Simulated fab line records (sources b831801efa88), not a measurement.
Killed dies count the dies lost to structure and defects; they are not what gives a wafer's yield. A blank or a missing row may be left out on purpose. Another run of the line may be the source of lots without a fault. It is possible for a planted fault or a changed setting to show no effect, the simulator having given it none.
Shared-tool check + flow sky130 + 39 wafers sampled across 13 lots

THE REASON FOR OPENING IT
3 of 13 lots carry a flag on the reading SONOS_ONO_CVD_04_THK at SKY_SONOS_ONO_THK_MEAS_05. No-fault wafers: 5.77 nm, standard deviation 0.11.
Rule: a lot gets a flag if all its wafers with a number sit over 4 standard deviations from that mean, or if no wafer of it has a number. As for the other lots, they are considered sound.

| lot  | measured     | on            | SONOS_ONO_CVD_04_THK (nm), wafer by wafer | flag    |
|------|--------------|---------------|-------------------------------------------|---------|
| L696 | day 11 19:33 | film metro-04 | 5.63 5.58 5.63                            |         |
| L697 | day 12 01:53 | film metro-01 | 5.73 5.85 5.82                            |         |
| L698 | day 12 06:09 | film metro-02 | 5.84 5.78 5.80                            |         |
| L701 | day 13 05:02 | film metro-01 | 5.83 5.73 5.86                            |         |
| L702 | day 13 10:25 | film metro-01 | 5.60 5.73 5.69                            |         |
| L704 | day 14 07:01 | film metro-02 | 5.72 5.71 5.58                            |         |
| L706 | day 14 20:50 | film metro-01 | 6.02 6.00 5.90                            |         |
| L708 | day 15 13:29 | film metro-01 | 5.85 5.89 5.76                            |         |
| L709 | day 16 01:40 | film metro-02 | 5.88 5.74 5.79                            |         |
| L712 | day 16 18:05 | film metro-01 | 5.69 5.67 5.62                            |         |
| L717 | day 18 11:19 | film metro-04 | 6.75 6.76 6.84                            | FLAGGED |
| L718 | day 18 23:33 | film metro-02 | 6.96 6.78 6.72                            | FLAGGED |
| L719 | day 19 03:52 | film metro-04 | 6.84 6.74 6.75                            | FLAGGED |
The numbers of the flagged lots are 6.79 nm on average: +1.02 nm against the usual, or +9 standard deviations.

EACH LOT AND THE TOOL IT RAN ON
The record holds 1 process step before the reading, out of a route of 708 steps. In each cell: the tool, then ch and the chambers that the sampled wafers went through, then the start.
| lot  | flag    | SKY_SONOS_ONO_CVD_04        |
|------|---------|-----------------------------|
| L696 |         | lpcvd-03 ch 0, day 11 18:17 |
| L697 |         | lpcvd-03 ch 0, day 12 00:38 |
| L698 |         | lpcvd-03 ch 1, day 12 04:53 |
| L701 |         | lpcvd-03 ch 1, day 13 03:46 |
| L702 |         | lpcvd-03 ch 1, day 13 09:10 |
| L704 |         | lpcvd-03 ch 1, day 14 05:46 |
| L706 |         | lpcvd-03 ch 1, day 14 19:34 |
| L708 |         | lpcvd-03 ch 1, day 15 11:36 |
| L709 |         | lpcvd-03 ch 1, day 16 00:25 |
| L712 |         | lpcvd-03 ch 0, day 16 16:49 |
| L717 | FLAGGED | lpcvd-03 ch 0, day 18 10:04 |
| L718 | FLAGGED | lpcvd-03 ch 0, day 18 21:40 |
| L719 | FLAGGED | lpcvd-03 ch 0, day 19 02:37 |
These steps, and what they do:
- SKY_SONOS_ONO_CVD_04: deposits SiO2 from SiH4/N2O, target thk 5.7199 nm.
- SKY_SONOS_ONO_THK_MEAS_05

FLAGGED AGAINST TOTAL, ONE TOOL AT A TIME (gauges that did the reading follow at the end)
| step                      | tool          | lots run | flagged | share of the flagged lots | sound lots run after its first flagged lot |
|---------------------------|---------------|----------|---------|---------------------------|--------------------------------------------|
| SKY_SONOS_ONO_CVD_04      | lpcvd-03      | 13       | 3       | all                       | 0                                          |
| SKY_SONOS_ONO_THK_MEAS_05 | film metro-01 | 6        | 0       | none                      | -                                          |
| SKY_SONOS_ONO_THK_MEAS_05 | film metro-02 | 4        | 1       | some                      | 0                                          |
| SKY_SONOS_ONO_THK_MEAS_05 | film metro-04 | 3        | 2       | some                      | 0                                          |

WHAT THE TABLE PERMITS
1 row of the table ran every flagged lot: lpcvd-03 at SKY_SONOS_ONO_CVD_04.
- lpcvd-03 at SKY_SONOS_ONO_CVD_04: 3 of its 13 lots flagged. Its last sound lot is L712 (day 16 16:49), its first flagged lot L717 (day 18 10:04): a fault that began between those two fits.
What remains is a single tool, lpcvd-03 at SKY_SONOS_ONO_CVD_04.

WHAT THE SIMULATOR HAD PUT IN
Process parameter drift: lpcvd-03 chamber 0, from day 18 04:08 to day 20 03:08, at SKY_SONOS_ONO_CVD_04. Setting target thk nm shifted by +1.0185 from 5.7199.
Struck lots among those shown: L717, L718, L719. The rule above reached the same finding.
